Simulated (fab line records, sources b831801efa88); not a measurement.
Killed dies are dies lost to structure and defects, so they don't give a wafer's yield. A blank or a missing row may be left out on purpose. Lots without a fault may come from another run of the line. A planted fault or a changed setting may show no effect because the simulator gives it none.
One fault seen from 2 desks | flow sfq_line | each desk has only its own numbers; what lay behind them comes last

THE METROLOGY DESK
What the gauges read, lot by lot, whatever tool the lot ran on: means of the sampled wafers that have a number. A lot is out of limits, marked OUT, if its mean lies more than 4 standard deviations from the usual mean; the brackets give that distance.
Columns: A = M0_NB_RS at SFQ_M0_RS_MEAS_904, usual 0.892 ohm/sq
lot  | first seen here | A
L405 | day 7 12:48     | 0.892
L406 | day 7 16:24     | 0.890
L407 | day 8 09:12     | 0.872
L408 | day 8 20:00     | 0.906
L409 | day 9 07:10     | 0.885
L410 | day 9 15:44     | 0.888
L411 | day 10 00:04    | 0.893
L414 | day 10 18:07    | 0.886
L416 | day 11 09:40    | 0.893
L419 | day 12 04:55    | 0.956 (+6.6) OUT
L421 | day 12 14:28    | 0.954 (+6.4) OUT
L422 | day 12 19:16    | 0.897
L427 | day 15 00:23    | 0.893
L428 | day 15 07:25    | 0.895
This desk's finding: out of limits on L419, L421; first on L419, day 12 04:55 (M0_NB_RS at SFQ_M0_RS_MEAS_904). In limits: L405, L406, L407, L408, L409, L410, L411, L414, L416, L422, L427, L428.

THE TOOL OWNER'S DESK: pvd_sputter-04
The tool's own readings at SFQ_TRILAYER_M0_DEP_SPUTTER_019 (material Nb, target thk 200 nm, time 133.3 s): means of the sampled wafers that have a number, for each lot that ran on this tool. A lot is out of limits, marked OUT, if its mean lies more than 4 standard deviations from the usual mean; the brackets give that distance.
Columns: A = base_pressure_pa at SFQ_TRILAYER_M0_DEP_SPUTTER_019, usual 1.32e-06 Pa; B = chamber_pressure_pa at SFQ_TRILAYER_M0_DEP_SPUTTER_019, usual 0.13326 Pa; C = resputter_cathode_voltage_v at SFQ_TRILAYER_M0_DEP_SPUTTER_019, usual 400 V; D = substrate_temp_c at SFQ_TRILAYER_M0_DEP_SPUTTER_019, usual 19.99 C; E = throttle_valve_pct at SFQ_TRILAYER_M0_DEP_SPUTTER_019, usual 30.2 %
lot  | first seen here | A        | B       | C   | D     | E
L405 | day 7 12:42     | 1.35e-06 | 0.13329 | 399 | 20.10 | 30.0
L406 | day 7 16:18     | 1.26e-06 | 0.13326 | 398 | 19.95 | 29.4
L407 | day 8 09:06     | 1.38e-06 | 0.13327 | 402 | 20.11 | 29.5
L409 | day 9 07:05     | 1.36e-06 | 0.13321 | 398 | 19.93 | 29.9
L411 | day 9 23:59     | 1.32e-06 | 0.13300 | 399 | 19.88 | 29.6
L419 | day 12 04:47    | 1.34e-06 | 0.13329 | 400 | 19.86 | 29.4
L421 | day 12 14:23    | 1.34e-06 | 0.13343 | 402 | 19.99 | 29.4
L427 | day 15 00:18    | 1.35e-06 | 0.13316 | 400 | 19.96 | 30.0
This desk's finding: nothing out of limits on any of the 8 lots.

PUT TOGETHER
The metrology desk could have raised an alarm at day 12 04:55, on L419, L421.
The tool owner's desk saw nothing out of limits.
The tool owner's desk has L419, L421 on record, within its limits.
Of the lots named, all ran SFQ_TRILAYER_M0_DEP_SPUTTER_019 on pvd_sputter-04.

WHAT THE SIMULATOR HAD PUT IN
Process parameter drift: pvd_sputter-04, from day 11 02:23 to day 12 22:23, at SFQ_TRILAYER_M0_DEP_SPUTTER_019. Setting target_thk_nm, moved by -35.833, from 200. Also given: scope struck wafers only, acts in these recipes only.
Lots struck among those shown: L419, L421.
Hours from the fault's start to each desk's first reading out of limits: the metrology desk, 27.
